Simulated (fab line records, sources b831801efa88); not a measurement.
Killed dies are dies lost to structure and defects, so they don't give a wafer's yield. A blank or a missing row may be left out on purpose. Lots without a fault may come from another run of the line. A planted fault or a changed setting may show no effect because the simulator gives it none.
A struck lot beside a sound one | flow sky130 | 43 steps out of a route of 708
Sound: wafers L688.1, L688.3, L688.6. Struck: wafers L696.2, L696.4, L696.6. The cause comes at the end.
At each step with rows: each side's tool, then ch and its chambers, then its first start. Under that, the readings that differ: sound wafers | struck wafers | difference of the means | sigmas: that difference in standard deviations of wafers without a fault.
alike: readings whose means differ by less than 2 such deviations, and words and numbers that are the same on both sides. not compared: withheld readings, readings that some wafer has no value for, bounds like >300 that may hide the same value, and numbers for which the record gives no deviation and whose values overlap.
The two part at a step that has a row with sigmas, a row that says differs or no value, or rows on one side only. Numbers that don't overlap but have no deviation are shown without sigmas and don't part them. A reading that every wafer of one side lacks parts them only if that side has two wafers or more.

first, 2 steps without rows for these wafers: SKY_DNWELL_DEVELOP_06 (develop time 60 s); SKY_DNWELL_IMPLANT_07.
SKY_DNWELL_STRIP_08: strips in O2/N2.
  sound on plasma_asher-03 ch 0,1, day 3 03:19; struck on plasma_asher-02 ch 0,1, day 4 22:24
  alike: drypump_motor_current_A, oes_product_au, strip_time_to_endpoint_s
  not compared: rf_hours_counter_h
SKY_DNWELL_TW_MEAS_09:
  sound on film_metro-01, day 3 03:25; struck on film_metro-03, day 4 22:31
  alike: DNWELL_TW
then, 7 steps without rows for these wafers: SKY_PWDE_DEHYDRATE_00 (time 60 s); SKY_PWDE_HMDS_01 (prime time 60 s); SKY_PWDE_COAT_02 (resist thk 3000 nm); SKY_PWDE_SOFTBAKE_03; SKY_PWDE_EXPOSE_04 (exposes mask PWDEM, target cd 840 nm); SKY_PWDE_PEB_05; SKY_PWDE_DEVELOP_06 (develop time 60 s).
SKY_PWDE_OVL_MEAS_07:
  sound on overlay-02, day 3 19:07; struck on overlay-01, day 5 16:43
  alike: PWDE_OVL
SKY_PWDE_IMPLANT_08:
  sound on implanter-02 ch 0, day 3 19:09; struck on implanter-03 ch 0, day 5 16:46
  reading            | sound                       | struck                        | difference | sigmas
  dose_ions_cm2      | 3.603e+12 3.6e+12 3.606e+12 | 4.783e+12 4.787e+12 4.783e+12 | +1.181e+12 | +99 or more
  faraday_current_uA | 20.2 20.4 20.4              | 27.2 27.1 27.6                | +7.0       | +16
SKY_PWDE_STRIP_09: strips in O2/N2.
  sound on plasma_asher-01 ch 0,1, day 3 19:18; struck on plasma_asher-04 ch 1, day 5 16:53
  alike: drypump_motor_current_A, oes_product_au, strip_time_to_endpoint_s
  not compared: rf_hours_counter_h
SKY_PWDE_TW_MEAS_10:
  sound on film_metro-03, day 3 19:24; struck on film_metro-01, day 5 17:14
  reading | sound       | struck      | difference | sigmas
  PWDE_TW | 377 378 377 | 410 408 409 | +32        | +10
  not compared: hold
then, 6 steps without rows for these wafers: SKY_NWELL_HMDS_04 (prime time 60 s); SKY_NWELL_COAT_05 (resist thk 3000 nm); SKY_NWELL_SOFTBAKE_06; SKY_NWELL_EXPOSE_07 (exposes mask NWM, target cd 840 nm); SKY_NWELL_PEB_08; SKY_NWELL_DEVELOP_09 (develop time 60 s).
SKY_NWELL_OVL_MEAS_10:
  sound on overlay-01, day 4 11:26; struck on overlay-01, day 6 11:25
  alike: NWELL_00_OVL
then, 3 steps without rows for these wafers: SKY_NWELL_IMPLANT_11; SKY_NWELL_IMPLANT_12; SKY_NWELL_IMPLANT_13.
SKY_NWELL_STRIP_14: strips in O2/N2.
  sound on plasma_asher-01 ch 0,1, day 4 11:55; struck on plasma_asher-01 ch 0,1, day 6 11:54
  reading                      | sound             | struck            | difference | sigmas
  strip_time_to_endpoint_s (s) | 37.24 36.97 36.94 | 36.73 36.71 36.76 | -0.32      | -3
  alike: drypump_motor_current_A, oes_product_au
  not compared: rf_hours_counter_h
SKY_NWELL_TW_MEAS_15:
  sound on film_metro-02, day 4 12:01; struck on film_metro-02, day 6 12:01
  alike: NWELL_TW
then, 7 steps without rows for these wafers: SKY_NWELL_DEHYDRATE_16 (time 60 s); SKY_NWELL_HMDS_17 (prime time 60 s); SKY_NWELL_COAT_18 (resist thk 3000 nm); SKY_NWELL_SOFTBAKE_19; SKY_NWELL_EXPOSE_20 (exposes mask NWM COMPLEMENT, target cd 840 nm); SKY_NWELL_PEB_21; SKY_NWELL_DEVELOP_22 (develop time 60 s).
SKY_NWELL_OVL_MEAS_23:
  sound on overlay-02, day 5 05:37; struck on overlay-02, day 7 07:43
  alike: NWELL_01_OVL
then, 1 step without rows for these wafers: SKY_NWELL_IMPLANT_24.
SKY_NWELL_STRIP_25: strips in O2/N2.
  sound on plasma_asher-02 ch 0,1, day 5 05:48; struck on plasma_asher-01 ch 0, day 7 07:53
  reading                      | sound             | struck            | difference | sigmas
  drypump_motor_current_A (A)  | 5.5 5.5 5.6       | 6.3 6.3 6.4       | +0.8       | +2
  strip_time_to_endpoint_s (s) | 36.99 36.94 37.07 | 36.77 36.66 36.82 | -0.25      | -2
  alike: oes_product_au
  not compared: rf_hours_counter_h
SKY_NWELL_TW_MEAS_26:
  sound on film_metro-03, day 5 05:54; struck on film_metro-01, day 7 08:00
  alike: NWELL_2_TW
then, 1 step without rows for these wafers: SKY_NWELL_CLEAN_27 (cleans in SC1/SC2, time 150 s).
SKY_NWELL_RTA_28: time 30 s.
  sound on rtp_anneal-02 ch 0, day 5 06:01; struck on rtp_anneal-01 ch 0, day 7 08:07
  alike: lamp_power_pct, wafer_temp_C_max
SKY_NWELL_RS_MEAS_29: measures by four-point-probe.
  sound on film_metro-01, day 5 06:07; struck on film_metro-01, day 7 08:13
  alike: NWELL_RS
SKY_NWELL_RS_MEAS_31: measures by four-point-probe.
  sound on film_metro-01, day 5 06:21; struck on film_metro-01, day 7 08:44
  reading          | sound          | struck         | difference | sigmas
  PWDE_RS (ohm/sq) | 5277 5289 5281 | 4215 4227 4226 | -1060      | -76
  not compared: hold
then, 1 step without rows for these wafers: SKY_PAD_OPEN_PROBE_99.

WHERE THEY PART
First at SKY_PWDE_IMPLANT_08; last, within this record, at SKY_NWELL_RS_MEAS_31.

WHY: what the simulator had put in
Process parameter drift: implanter-03, from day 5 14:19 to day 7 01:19, at SKY_PWDE_IMPLANT_08. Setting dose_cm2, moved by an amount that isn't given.
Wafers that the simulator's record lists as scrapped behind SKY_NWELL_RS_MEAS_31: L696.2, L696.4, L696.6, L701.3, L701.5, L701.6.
